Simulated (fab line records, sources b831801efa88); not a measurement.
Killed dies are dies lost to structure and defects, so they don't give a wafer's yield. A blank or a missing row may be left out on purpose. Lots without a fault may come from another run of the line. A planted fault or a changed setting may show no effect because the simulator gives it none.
fab line records | flow gf180mcu
record lots=13 wafers=39 last_day=34
route steps=602 shown PSD@261 NSD@262 CONTACT@304 M1@316
lots that met no fault: from a run of the same line without faults
start_h: hours from the record's first day to the start of the lot's first wafer shown | wait_h: hours since the lot's step before | " the same as in the row above | L1.1+2: a row that stands for several wafers | - no value, or no start given | * or withheld: withheld | < > ~ a bound
route shown NAME@n: a module of which the file shows steps, and the number in the route of the first | usual: mean/standard deviation of fault-free wafers | same: alike in all rows | chamber/n: place in a boat | sites: the reading at each site | _std_site: their standard deviation | _edge_site: outer sites' mean less inner sites' | radius_mm: how far each site lies from the wafer's centre | mask NAME#n: copy n | behind: the tool/chamber that last shaped the wafer | hold: why the lot was held/for how many hours/how that ended | device: the transistor (n, p or np) that didn't switch | end of line: the same wafers' tests at the end of the route | a step without rows: its recipe alone | killed: dies lost to structure and defects at the first sort, not the wafer's yield | map: a wafer's dies, x killed, . not, _ none there
set.NAME: the setting as run; set.NAME@STEP: as run at that earlier step | model.NAME: the simulator's own value behind a step, which no gauge read
steps of the route over a sample of lots; a table a step, a row a wafer
services: from which hour (start_h, from the record's first day; less than 0 if before it) a tool's chamber was out of use, for how many hours, and why
## steps
# step GF_PSD_RTA_13
# recipe temp_c=1025 time_s=20 ambient=N2
# usual lamp_power_pct=28.0/2 run_length_s=48.8/0.39 wafer_temp_C_max=1029.2/0.89
# columns lot.wafer tool chamber start_h wait_h lamp_power_pct run_length_s wafer_temp_C_max
L357.1 rtp_anneal-01 0 321.31 0.0 26.0 49.4 1028.4
L357.3 " 0 " " 26.0 49.1 1029.8
L357.5 " 0 " " 26.0 49.1 1029.6
L361.1 rtp_anneal-02 0 351.41 0.0 30.1 48.2 1029.6
L361.4 " 0 " " 30.0 48.5 1028.9
L361.6 " 0 " " 30.0 48.5 1029.1
L362.1 rtp_anneal-02 0 354.65 0.0 30.0 48.5 1030.0
L362.3 " 0 " " 30.0 48.6 1028.1
L362.4 " 0 " " 30.1 48.3 1028.7
L363.3 rtp_anneal-02 0 364.59 0.0 30.1 83.0 1028.7
L363.4 " 0 " " 30.0 83.2 1028.8
L363.5 " 0 " " 30.1 83.0 1029.3
L366.2 rtp_anneal-02 0 390.36 0.0 30.0 83.1 1028.7
L366.5 " 0 " " 30.1 82.8 1029.0
L366.6 " 0 " " 30.0 82.8 1029.1
L367.2 rtp_anneal-02 0 398.92 0.0 30.0 82.8 1028.4
L367.5 " 0 " " 30.0 83.2 1029.6
L367.6 " 0 " " 30.1 83.1 1027.5
L373.2 rtp_anneal-01 0 453.83 0.0 26.0 48.9 1028.9
L373.4 " 0 " " 26.0 49.2 1028.2
L373.5 " 0 " " 25.9 49.2 1027.8
L374.3 rtp_anneal-01 0 457.64 0.0 26.0 49.1 1028.7
L374.4 " 0 " " 26.0 49.2 1028.2
L374.6 " 0 " " 26.0 49.1 1029.2
L375.2 rtp_anneal-02 0 471.56 0.0 30.0 48.5 1028.7
L375.3 " 0 " " 30.0 48.5 1028.0
L375.6 " 0 " " 30.0 48.4 1027.6
L376.4 rtp_anneal-01 0 479.21 0.0 26.0 49.1 1029.7
L376.5 " 0 " " 26.0 49.1 1031.3
L376.6 " 0 " " 26.0 48.9 1028.7
L377.1 rtp_anneal-01 0 483.91 0.0 26.0 49.1 1028.3
L377.2 " 0 " " 26.0 49.2 1028.1
L377.5 " 0 " " 26.0 49.3 1029.2
L378.3 rtp_anneal-02 0 491.37 0.0 30.0 48.2 1029.9
L378.5 " 0 " " 30.0 48.3 1028.4
L378.6 " 0 " " 30.0 48.2 1028.3
L379.2 rtp_anneal-01 0 501.99 0.0 25.9 49.1 1029.6
L379.3 " 0 " " 26.0 48.9 1028.6
L379.4 " 0 " " 26.0 49.2 1029.7
# step GF_PSD_RS_MEAS_14
# recipe thk_meas_gauge=four-point-probe
# usual NSD_RS=46.12/0.089
# columns lot.wafer tool chamber start_h wait_h NSD_RS[ohm/sq]
L357.1 film_metro-01 - 321.39 0.1 46.15
L357.3 " - " " 46.27
L357.5 " - " " 46.27
L361.1 film_metro-01 - 351.50 0.1 46.13
L361.4 " - " " 46.10
L361.6 " - " " 46.14
L362.1 film_metro-01 - 354.73 0.1 46.28
L362.3 " - " " 46.15
L362.4 " - " " 46.10
L363.3 film_metro-03 - 364.69 0.1 40.46
L363.4 " - " " 40.53
L363.5 " - " " 40.53
L366.2 film_metro-01 - 390.45 0.1 40.69
L366.5 " - " " 40.68
L366.6 " - " " 40.59
L367.2 film_metro-01 - 399.01 0.1 40.50
L367.5 " - " " 40.62
L367.6 " - " " 40.57
L373.2 film_metro-02 - 453.92 0.1 46.23
L373.4 " - " " 46.18
L373.5 " - " " 46.24
L374.3 film_metro-03 - 457.74 0.1 46.06
L374.4 " - " " 46.05
L374.6 " - " " 46.09
L375.2 film_metro-01 - 471.65 0.1 46.10
L375.3 " - " " 46.10
L375.6 " - " " 46.09
L376.4 film_metro-01 - 479.31 0.1 46.01
L376.5 " - " " 46.10
L376.6 " - " " 46.15
L377.1 film_metro-02 - 483.99 0.1 46.11
L377.2 " - " " 46.21
L377.5 " - " " 46.24
L378.3 film_metro-03 - 491.47 0.1 46.10
L378.5 " - " " 46.15
L378.6 " - " " 46.10
L379.2 film_metro-01 - 502.08 0.1 46.11
L379.3 " - " " 46.18
L379.4 " - " " 46.19
# step GF_PSD_RS_MEAS_15
# recipe thk_meas_gauge=four-point-probe
# usual PSD_RS=108.6/0.31
# columns lot.wafer tool chamber start_h wait_h PSD_RS[ohm/sq]
L357.1 film_metro-01 - 321.51 0.1 109.0
L357.3 " - " " 109.3
L357.5 " - " " 109.2
L361.1 film_metro-01 - 351.62 0.1 108.8
L361.4 " - " " 108.5
L361.6 " - " " 108.5
L362.1 film_metro-01 - 354.85 0.1 108.3
L362.3 " - " " 108.4
L362.4 " - " " 108.5
L363.3 film_metro-03 - 364.81 0.1 98.4
L363.4 " - " " 98.5
L363.5 " - " " 98.5
L366.2 film_metro-01 - 390.57 0.1 99.1
L366.5 " - " " 98.8
L366.6 " - " " 99.0
L367.2 film_metro-01 - 399.13 0.1 98.2
L367.5 " - " " 98.3
L367.6 " - " " 98.4
L373.2 film_metro-02 - 454.04 0.1 109.0
L373.4 " - " " 109.1
L373.5 " - " " 108.7
L374.3 film_metro-03 - 457.86 0.1 108.5
L374.4 " - " " 108.5
L374.6 " - " " 108.4
L375.2 film_metro-01 - 471.77 0.1 108.7
L375.3 " - " " 108.6
L375.6 " - " " 108.5
L376.4 film_metro-01 - 479.43 0.1 108.5
L376.5 " - " " 108.4
L376.6 " - " " 108.8
L377.1 film_metro-02 - 484.11 0.1 108.7
L377.2 " - " " 108.7
L377.5 " - " " 108.4
L378.3 film_metro-03 - 491.59 0.1 108.6
L378.5 " - " " 108.6
L378.6 " - " " 108.7
L379.2 film_metro-01 - 502.20 0.1 108.5
L379.3 " - " " 108.7
L379.4 " - " " 108.7
# step GF_CONTACT_ETCH_17
# recipe chemistry=C4F8/O2/Ar mask_material=KrF target=SiO2 stop_on=CoSi2 source_w=1500 bias_w=1200 pressure_mtorr=40 c4f8_flow_sccm=withheld O2_flow_sccm=6 Ar_flow_sccm=300 time_s=withheld target_depth_a=8600
# usual oes_product_au=0.814/0.0049
# columns lot.wafer tool chamber start_h wait_h oes_product_au
L357.1 rie_diel-01 1 - - 0.817
L357.3 " 3 " " 0.814
L357.5 " 3 " " 0.820
L361.1 rie_diel-03 0 - - 0.814
L361.4 " 2 " " 0.813
L361.6 " 2 " " 0.823
L362.1 rie_diel-01 0 - - 0.814
L362.3 " 2 " " 0.812
L362.4 " 1 " " 0.815
L363.3 rie_diel-02 1 - - 0.814
L363.4 " 0 " " 0.813
L363.5 " 3 " " 0.809
L366.2 rie_diel-03 0 - - 0.812
L366.5 " 3 " " 0.815
L366.6 " 0 " " 0.815
L367.2 rie_diel-02 3 - - 0.818
L367.5 " 0 " " 0.816
L367.6 " 3 " " 0.814
L373.2 rie_diel-03 3 - - 0.811
L373.4 " 0 " " 0.808
L373.5 " 1 " " 0.810
L374.3 rie_diel-01 2 - - 0.811
L374.4 " 1 " " 0.816
L374.6 " 0 " " 0.813
L375.2 rie_diel-01 2 - - 0.809
L375.3 " 1 " " 0.824
L375.6 " 2 " " 0.814
L376.4 rie_diel-01 0 - - 0.812
L376.5 " 0 " " 0.812
L376.6 " 3 " " 0.809
L377.1 rie_diel-01 0 - - 0.803
L377.2 " 2 " " 0.816
L377.5 " 1 " " 0.811
L378.3 rie_diel-01 1 - - 0.803
L378.5 " 3 " " 0.816
L378.6 " 0 " " 0.809
L379.2 rie_diel-03 3 - - 0.814
L379.3 " 1 " " 0.822
L379.4 " 0 " " 0.822
# step GF_M1_SPUTTER_01
# recipe material=TiN target_thk_nm=30 power_w=6500 time_s=25 chamber_pressure_pa=0.4
# usual throttle_valve_pct=29.9/1.1
# columns lot.wafer tool chamber start_h wait_h throttle_valve_pct
L357.1 pvd_sputter-04 - 368.35 0.1 31.1
L357.3 " - " " 28.5
L357.5 " - " " 28.1
L361.1 pvd_sputter-02 - 404.17 0.1 30.1
L361.4 " - " " 31.1
L361.6 " - " " 30.4
L362.1 pvd_sputter-03 - 404.51 0.1 31.2
L362.3 " - " " 29.0
L362.4 " - " " 28.3
L363.3 pvd_sputter-02 - 416.21 0.1 30.0
L363.4 " - " " 30.3
L363.5 " - " " 31.5
L366.2 pvd_sputter-04 - 441.15 0.1 28.2
L366.5 " - " " 28.7
L366.6 " - " " 30.7
L367.2 pvd_sputter-03 - 449.50 0.1 31.2
L367.5 " - " " 28.1
L367.6 " - " " 29.8
L373.2 pvd_sputter-04 - 505.12 0.1 30.7
L373.4 " - " " 28.1
L373.5 " - " " 30.6
L374.3 pvd_sputter-04 - 508.65 0.1 28.4
L374.4 " - " " 30.7
L374.6 " - " " 30.7
L375.2 pvd_sputter-04 - 521.17 0.1 30.8
L375.3 " - " " 30.9
L375.6 " - " " 28.7
L376.4 pvd_sputter-04 - 528.52 0.1 30.5
L376.5 " - " " 30.8
L376.6 " - " " 30.9
L377.1 pvd_sputter-02 - 533.92 0.1 30.0
L377.2 " - " " 30.3
L377.5 " - " " 29.8
L378.3 pvd_sputter-04 - 540.95 0.1 30.8
L378.5 " - " " 30.8
L378.6 " - " " 28.5
L379.2 pvd_sputter-04 - 550.44 0.1 28.4
L379.3 " - " " 31.2
L379.4 " - " " 28.5
# step GF_M1_SPUTTER_04
# recipe material=TiN target_thk_nm=50 power_w=6500 time_s=41.7 chamber_pressure_pa=0.4
# usual throttle_valve_pct=29.8/1.1
# columns lot.wafer tool chamber start_h wait_h throttle_valve_pct
L357.1 pvd_sputter-04 - 368.44 0.0 31.0
L357.3 " - " " 28.6
L357.5 " - " " 28.2
L361.1 pvd_sputter-02 - 404.25 0.0 30.3
L361.4 " - " " 31.3
L361.6 " - " " 30.2
L362.1 pvd_sputter-03 - 404.59 0.0 31.1
L362.3 " - " " 29.1
L362.4 " - " " 28.4
L363.3 pvd_sputter-02 - 416.30 0.0 29.6
L363.4 " - " " 30.5
L363.5 " - " " 31.1
L366.2 pvd_sputter-04 - 441.23 0.0 28.3
L366.5 " - " " 28.3
L366.6 " - " " 30.9
L367.2 pvd_sputter-03 - 449.58 0.0 31.1
L367.5 " - " " 28.1
L367.6 " - " " 29.9
L373.2 pvd_sputter-04 - 505.20 0.0 30.7
L373.4 " - " " 28.2
L373.5 " - " " 30.6
L374.3 pvd_sputter-04 - 508.73 0.0 28.6
L374.4 " - " " 31.1
L374.6 " - " " 30.9
L375.2 pvd_sputter-04 - 521.25 0.0 30.6
L375.3 " - " " 30.9
L375.6 " - " " 28.3
L376.4 pvd_sputter-04 - 528.60 0.0 30.5
L376.5 " - " " 31.1
L376.6 " - " " 30.7
L377.1 pvd_sputter-02 - 534.00 0.0 29.6
L377.2 " - " " 30.5
L377.5 " - " " 29.8
L378.3 pvd_sputter-04 - 541.03 0.0 31.0
L378.5 " - " " 31.1
L378.6 " - " " 28.5
L379.2 pvd_sputter-04 - 550.52 0.0 28.4
L379.3 " - " " 31.2
L379.4 " - " " 28.3
## services
# columns tool chamber start_h hours kind
pvd_sputter-03 - 302.11 1.8 repair
pvd_sputter-03 - 330.91 11.4 repair
rie_diel-02 0 341.13 7.4 repair
rie_diel-02 1 343.16 18.8 repair
rie_diel-01 2 358.07 6.9 repair
pvd_sputter-03 - 360.28 3.0 repair
rie_diel-02 3 361.30 11.6 repair
pvd_sputter-03 - 365.99 3.3 repair
rie_diel-03 - 373.50 2.8 pm
pvd_sputter-03 - 378.59 2.9 repair
rie_diel-01 3 417.11 9.4 repair
pvd_sputter-02 - 417.66 4.6 repair
rie_diel-01 - 426.33 28.1 pm
pvd_sputter-04 - 447.06 4.3 repair
rie_diel-01 1 461.52 9.1 repair
pvd_sputter-02 - 469.95 2.1 repair
pvd_sputter-04 - 471.08 2.3 repair
rie_diel-02 2 478.02 4.4 repair
pvd_sputter-04 - 479.53 3.5 repair
rie_diel-03 3 480.72 10.4 repair
pvd_sputter-02 - 510.22 5.9 repair
rtp_anneal-02 - 512.57 3.5 pm
rie_diel-01 3 528.64 5.6 repair
rie_diel-03 1 550.04 1.2 repair
## key
first_sign step=GF_PSD_RTA_13 reading=run_length_s direction=up sigmas=88 usual=* struck=*
effect step=GF_PSD_RS_MEAS_14 reading=NSD_RS direction=down sigmas=63 usual=46.12 struck=40.58
effect step=GF_PSD_RS_MEAS_15 reading=PSD_RS direction=down sigmas=32 usual=108.6 struck=98.6
met_at GF_PSD_RTA_13
struck_lots L363,L366,L367
tester_left_out L363,L366,L367
not_acting_at GF_CONTACT_ETCH_17,GF_M1_SPUTTER_01,GF_M1_SPUTTER_04
onset_between 354.65 364.59
fault kind=process_parameter_drift tool=rtp_anneal-02 chamber=- onset_h=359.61 steps=GF_PSD_RTA_13 channel=time_s offset=* shape=step end_h=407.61 acts_in=* stated=*
# tester_left_out: of these lots the tester's yield and bins aren't shown, on N5 and GAA mostly nor the transistor test; their killed dies are dies lost to structure and defects alone, not to doping, threshold or leakage, so they don't give the yield
